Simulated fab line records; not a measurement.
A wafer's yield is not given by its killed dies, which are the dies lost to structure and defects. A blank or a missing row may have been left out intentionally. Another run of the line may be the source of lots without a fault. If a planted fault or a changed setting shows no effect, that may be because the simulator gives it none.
A lot that was struck, set against a sound lot ; flow sky130 ; 43 steps out of a route of 708
Sound: the wafers L165.4, L165.5, L165.6. Struck: wafer L173.3 (left out: L173.2, L173.4 of the same lot, which were not struck); the cause appears at the end.
Order at every step that has rows: each side's tool, ch and its chambers, its first start. Under that, the readings that differ: sound wafers ; struck wafers ; difference of the means ; sigmas: that difference in standard deviations of wafers without a fault.
alike: readings whose means differ by less than 2 such deviations, and words and numbers that are the same on both sides. not compared: withheld readings, readings that some wafer has no value for, bounds like >300 that may hide the same value, and numbers for which the record gives no deviation and whose values overlap.
A row with sigmas, a row that says differs or no value, or rows on one side alone: a step with any of these is where the two part. Numbers that don't overlap but have no deviation are shown without sigmas and don't part them. A reading that every wafer of one side lacks parts them only if that side has two wafers or more.

SKY_VIA4_THK_MEAS_01:
  sound on film-metro-02, day 43 14:20; struck on film-metro-01, day 45 23:38
  alike: VIA4_HDPCVD_THK
then, 1 step without rows for these wafers: SKY_VIA4_CMP_02 (polishes SiO2).
SKY_VIA4_BOW_MEAS_03:
  sound on film-metro-03, day 43 14:44; struck on film-metro-03, day 46 00:07
  alike: VIA4_BOW
then, 7 steps without rows for these wafers: SKY_VIA4_DEHYDRATE_04 (time 60 s); SKY_VIA4_HMDS_05 (prime time 60 s); SKY_VIA4_COAT_06 (resist thk 1140 nm); SKY_VIA4_SOFTBAKE_07 (time 60 s); SKY_VIA4_EXPOSE_08 (exposes mask VIM4, target cd 800 nm); SKY_VIA4_PEB_09; SKY_VIA4_DEVELOP_10 (develop time 60 s).
SKY_VIA4_OVL_MEAS_11:
  sound on overlay-02, day 44 13:39; struck on overlay-01, day 46 21:11
  alike: VIA4_OVL
SKY_VIA4_ETCH_12: etches SiO2 in C4F8/O2/Ar, stops on TiN, target depth 580 nm.
  sound on rie-diel-04 ch 0,2,3, day 44 13:40; struck on rie-diel-03 ch 1, day 46 21:13
  alike: oes-product-au
SKY_VIA4_STRIP_13: strips in O2/N2.
  sound on plasma-asher-01 ch 0,1, day 44 13:46; struck on plasma-asher-04 ch 0, day 46 21:17
  alike: drypump-motor-current-A, oes-product-au, strip-time-to-endpoint-s
  not compared: rf-hours-counter-h
then, 5 steps without rows for these wafers: SKY_VIA4_STRIP_14 (strips in post etch residue remover, time 1200 s); SKY_VIA4_CLEAN_15 (cleans in IPA, time 180 s); SKY_VIA4_CLEAN_16 (cleans in O3/DIW); SKY_VIA4_SPUTTER_17 (material TiN, target thk 20 nm, time 80 s); SKY_VIA4_CVD_18 (deposits W, target thk 505 nm, time 152.14 s).
SKY_VIA4_RS_MEAS_19: a four-point-probe measurement.
  sound on film-metro-02, day 44 14:36; struck on film-metro-01, day 46 22:07
  alike: VIA4_W_RS
SKY_VIA4_THK_MEAS_20: measures by xrf.
  sound on film-metro-02, day 44 14:41; struck on film-metro-01, day 46 22:13
  alike: VIA4_W_THK
SKY_VIA4_CMP_21: polishes, stops on SiO2, t overpolish 25 s, target thk 0 nm.
  sound on cmp-02 ch 1,2, day 44 14:46; struck on cmp-02 ch 1, day 46 22:16
  alike: head-pressure-psi, motor-current-A, overpolish-run-s, time-to-endpoint-s
then, 1 step without rows for these wafers: SKY_METAL5_SPUTTER_00 (material Ti, target thk 15 nm, time 10 s).
SKY_METAL5_SPUTTER_01: material TiN, target thk 20 nm, time 16.7 s.
  sound on pvd-sputter-03, day 44 15:02; struck on pvd-sputter-02, day 46 22:35
  alike: chamber-pressure-pa, throttle-valve-pct
then, 2 steps without rows for these wafers: SKY_METAL5_SPUTTER_02 (material AlCu, target thk 1150 nm, time 61.2 s); SKY_METAL5_SPUTTER_03 (material Ti, target thk 5 nm, time 3.3 s).
SKY_METAL5_SPUTTER_04: material TiN, target thk 70 nm, time 58.3 s.
  sound on pvd-sputter-03, day 44 15:08; struck on pvd-sputter-02, day 46 22:41
  alike: chamber-pressure-pa, throttle-valve-pct
SKY_METAL5_RS_MEAS_05: a four-point-probe measurement.
  sound on film-metro-03, day 44 15:15; struck on film-metro-03, day 46 22:48
  alike: METAL5_ALCU_RS
SKY_METAL5_THK_MEAS_06: measures by xrf.
  sound on film-metro-03, day 44 15:20; struck on film-metro-03, day 46 22:55
  alike: METAL5_ALCU_THK
then, 9 steps without rows for these wafers: SKY_METAL5_DEHYDRATE_07 (time 60 s); SKY_METAL5_HMDS_08 (prime time 60 s); SKY_METAL5_COAT_09 (resist thk 1800 nm); SKY_METAL5_SOFTBAKE_10 (time 60 s); SKY_METAL5_EXPOSE_11 (exposes mask MM5, target cd 1600 nm); SKY_METAL5_PEB_12; SKY_METAL5_DEVELOP_13 (develop time 60 s); SKY_METAL5_DESCUM_14 (chemistry O2, time 11 s); SKY_METAL5_METAL_ETCH_15 (etches the open film in Cl2/BCl3, stops on SiO2, target depth 1260 nm, time 252 s).
SKY_METAL5_STRIP_16: strips in O2/N2.
  sound on plasma-asher-02 ch 0,1, day 45 13:49; struck on plasma-asher-04 ch 1, day 47 19:15
  alike: drypump-motor-current-A, oes-product-au, strip-time-to-endpoint-s
  not compared: rf-hours-counter-h
then, 4 steps without rows for these wafers: SKY_METAL5_STRIP_17 (strips in post etch residue remover, time 1200 s); SKY_METAL5_CLEAN_18 (cleans in IPA, time 180 s); SKY_METAL5_CLEAN_19 (cleans in O3/DIW); SKY_PASSIVATION_CVD_00 (deposits SiO2, target thk 90 nm).
SKY_PAD_OPEN_PROBE_99:
  sound on prober-01, day 47 11:46; struck on prober-02, day 49 13:36
reading;sound;struck;difference;sigmas
hold;- - -;await-dispo/1.4h/release;no value on the sound wafers;
defect-limited-yield (%);84.6 86.4 83.7;69.3;-15.6;-7
killed_at_M4_up;2 2 1;75;+73;+39
killed-dies;76 67 80;151;+77;+7
sort_bin_3_pad_short (%);0.2 0.6 1.6;5.3;+4.5;+10
sort_bin_5_function (%);10.6 7.5 10.4;17.3;+7.8;+5
sort_bin_6_memory (%);4.7 5.5 4.3;8.1;+3.3;+3
sort-n-pass;416 425 412;341;-77;-7
sort-yield-pct (%);84.6 86.4 83.7;69.3;-15.6;-7
model.etest.tester.sort-n-pass;416 425 412;341;-77;
model.etest.tester.sort-yield-pct (%);84.55 86.38 83.74;69.31;-15.58;
model.etest.tester.sort_bin_5_pct (%);10.57 7.52 10.37;17.28;+7.79;
model.etest.tester.sort_bin_3_pct (%);0.2033 0.6098 1.626;5.285;+4.472;
  alike: killed_at_M0_to_M3, killed-at-contacts, killed-at-front-end, killed-at-other, killed-open, killed-short

WHERE THEY PART
Within this record, at SKY_PAD_OPEN_PROBE_99 only.

WHY: the cause the simulator had injected
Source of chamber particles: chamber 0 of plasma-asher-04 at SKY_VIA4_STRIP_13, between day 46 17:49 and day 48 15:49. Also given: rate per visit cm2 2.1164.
